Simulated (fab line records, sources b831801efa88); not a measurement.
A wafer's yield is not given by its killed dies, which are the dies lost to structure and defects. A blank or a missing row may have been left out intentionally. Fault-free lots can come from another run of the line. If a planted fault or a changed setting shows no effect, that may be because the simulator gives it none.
Struck lot and sound lot, side by side / flow gf180mcu / 17 steps out of a route of 602
Sound: wafers L989.3, L989.4, L989.6. The struck wafers were L993.4, L993.5, L993.6. At the end, the cause is stated.
Each step with rows lists, per side, the tool, then ch with its chambers, then its first start. Under that, the readings that differ: sound wafers / struck wafers / difference of the means / sigmas: that difference in standard deviations of wafers without a fault.
alike: readings with means less than 2 such deviations apart, plus words and numbers identical on both sides. not compared: withheld readings, readings lacking a value on some wafer, bounds such as >300 that could conceal the same value, and numbers that have no deviation in the record and whose values overlap.
Wherever a step has rows on one side only, a row that says differs or no value, or a row with sigmas, the two part there. Non-overlapping numbers with no deviation appear without sigmas and do not part them. Lack of a reading on every wafer of one side parts them only where that side has two or more wafers.

GF_CONTACT_CMP_04: polishes SiO2.
  sound on cmp-01 ch 2,3, day 16 14:44; struck on cmp-01 ch 1,2, day 17 22:32
  alike: motor current A, retaining ring pressure frac, time to endpoint s
GF_CONTACT_BOW_MEAS_05:
  sound: film metro-01 at day 16 15:04; struck: film metro-03 at day 17 22:51
  alike: CONTACT_BOW
then, 8 steps without rows for these wafers: GF_CONTACT_DEHYDRATE_06 (time 60 s); GF_CONTACT_HMDS_07 (prime time 60 s); GF_CONTACT_COAT_08; GF_CONTACT_COAT_09 (resist thk 1000 nm); GF_CONTACT_SOFTBAKE_10 (time 60 s); GF_CONTACT_EXPOSE_11 (exposes mask Contact, target cd 220 nm); GF_CONTACT_PEB_12 (peb time 90 s); GF_CONTACT_DEVELOP_13 (develop time 60 s).
GF_CONTACT_CD_MEAS_14: the cd target is 220 nm.
  sound: cd sem-01 at day 17 14:07; struck: cd sem-01 at day 18 22:43
  alike: cd nm
GF_CONTACT_OVL_MEAS_15:
  sound: overlay-02 at day 17 14:13; struck: overlay-02 at day 18 22:48
  alike: CONTACT_OVL
GF_CONTACT_ETCH_16: etches BARC in N2/H2.
  sound on rie diel-01 ch 0,1, day 17 14:14; struck on rie diel-01 ch 2,3, day 18 22:49
  no value came back on the struck wafers for any of 5 readings (bias w (W), chamber pressure mTorr (mTorr) and others); on the sound wafers bias w (W) reads 100.1 99.7 99.9
GF_CONTACT_ETCH_17: etches SiO2 in C4F8/O2/Ar, stops on CoSi2, target depth 860 nm.
  sound: rie diel-01 ch 0,1; struck: rie diel-01 ch 2,3
reading=oes product au (a.u.); sound=0.815 0.815 0.816; struck=0.376 0.379 0.369; difference=-0.441; sigmas=-85
  alike: bias w, chamber pressure mTorr
GF_CONTACT_STRIP_18: strips in O2/N2.
  sound on plasma asher-03 ch 0,1, day 17 14:26; struck on plasma asher-01 ch 0,1, day 18 23:01
  alike: drypump motor current A, heater power w, oes product au
  not compared: rf hours counter h
then, 1 step without rows for these wafers: GF_CONTACT_CLEAN_19 (cleans in SPM).
-- the record jumps here: 12 days lie between the struck wafers' starts before and after (it left off in module CONTACT and takes up again in module PASSIVATION, whose first step shown is number 602 of the route) --
GF_PASSIVATION_PROBE_99:
  the record has rows for the struck wafers here (prober-02, day 31 10:06) and none for the sound ones

WHERE THEY PART
First at GF_CONTACT_ETCH_16; last, within this record, at GF_PASSIVATION_PROBE_99.

WHY: what had been put in by the simulator
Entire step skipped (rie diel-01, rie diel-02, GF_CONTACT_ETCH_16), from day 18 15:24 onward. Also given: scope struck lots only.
